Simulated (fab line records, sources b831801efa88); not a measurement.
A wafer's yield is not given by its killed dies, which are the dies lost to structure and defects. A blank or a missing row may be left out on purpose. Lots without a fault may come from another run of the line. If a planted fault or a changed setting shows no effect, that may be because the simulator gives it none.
The same fault as seen by 2 desks / flow sky130 / each desk holds nothing but its own numbers, with what lay behind them at the end

AT THE TOOL OWNER'S DESK: pvdSputter-04
The tool's own readings at SKY_LOCAL_INTERCONNECT_SPUTTER_00 (material TiN, target thk 100 nm, time 83.3 s): means of the sampled wafers that have a number, for each lot that ran on this tool. The brackets show how far a lot's mean lies from the usual mean; more than 4 standard deviations puts the lot out of limits, marked OUT.
Columns: A = throttleValvePct at SKY_LOCAL_INTERCONNECT_SPUTTER_00, usual 30.1 %
lot=L420; first seen here=day 29 08:03; A=30.0
lot=L425; first seen here=day 31 08:04; A=29.3
lot=L427; first seen here=day 31 15:17; A=30.4
lot=L430; first seen here=day 32 23:28; A=29.1
lot=L440; first seen here=day 36 04:45; A=29.3
This desk's finding: nothing out of limits on any of the 5 lots.

AT THE METROLOGY DESK
Lot by lot, what the gauges showed, no matter which tool ran the lot: averages of those sampled wafers that carry a number. The brackets show how far a lot's mean lies from the usual mean; more than 4 standard deviations puts the lot out of limits, marked OUT.
Columns: A = LOCAL_INTERCONNECT_TIN_RS at SKY_LOCAL_INTERCONNECT_RS_MEAS_01, usual 14.26 ohm/sq; B = LOCAL_INTERCONNECT_TIN_THK at SKY_LOCAL_INTERCONNECT_THK_MEAS_02, usual 99.5 nm
lot=L420; first seen here=day 29 08:07; A=14.37; B=98.7
lot=L425; first seen here=day 31 08:10; A=13.54; B=105.2 (+4.4) OUT
lot=L427; first seen here=day 31 15:22; A=13.43 (-4.2) OUT; B=106.0 (+5.0) OUT
lot=L430; first seen here=day 32 23:33; A=13.34 (-4.6) OUT; B=106.3 (+5.3) OUT
lot=L434; first seen here=day 34 06:18; A=14.12; B=101.1
lot=L435; first seen here=day 35 14:07; A=14.20; B=99.1
lot=L439; first seen here=day 35 23:40; A=13.98; B=100.8
lot=L437; first seen here=day 36 01:19; A=14.30; B=99.3
lot=L440; first seen here=day 36 04:49; A=14.45; B=98.1
lot=L442; first seen here=day 36 20:38; A=14.17; B=100.4
Finding of this desk: L425, L427, L430 out of limits, first seen on L425 at day 31 08:16 (LOCAL_INTERCONNECT_TIN_THK at SKY_LOCAL_INTERCONNECT_THK_MEAS_02). Within limits: L420, L434, L435, L439, L437, L440, L442.

TAKEN TOGETHER
The metrology desk could have raised an alarm at day 31 08:16, on L425, L427, L430.
The tool owner's desk saw nothing out of limits.
The tool owner's desk has L425, L427, L430 on record, within its limits.
Of the lots named, all ran SKY_LOCAL_INTERCONNECT_SPUTTER_00 on pvdSputter-04.

WHAT WAS PUT IN BY THE SIMULATOR
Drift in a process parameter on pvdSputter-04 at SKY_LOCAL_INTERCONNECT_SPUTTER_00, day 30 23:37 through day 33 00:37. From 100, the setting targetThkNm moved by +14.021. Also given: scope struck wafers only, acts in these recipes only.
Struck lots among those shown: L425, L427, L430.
Per desk, hours elapsed from the start of the fault to the first reading out of limits: for the metrology desk, 9.
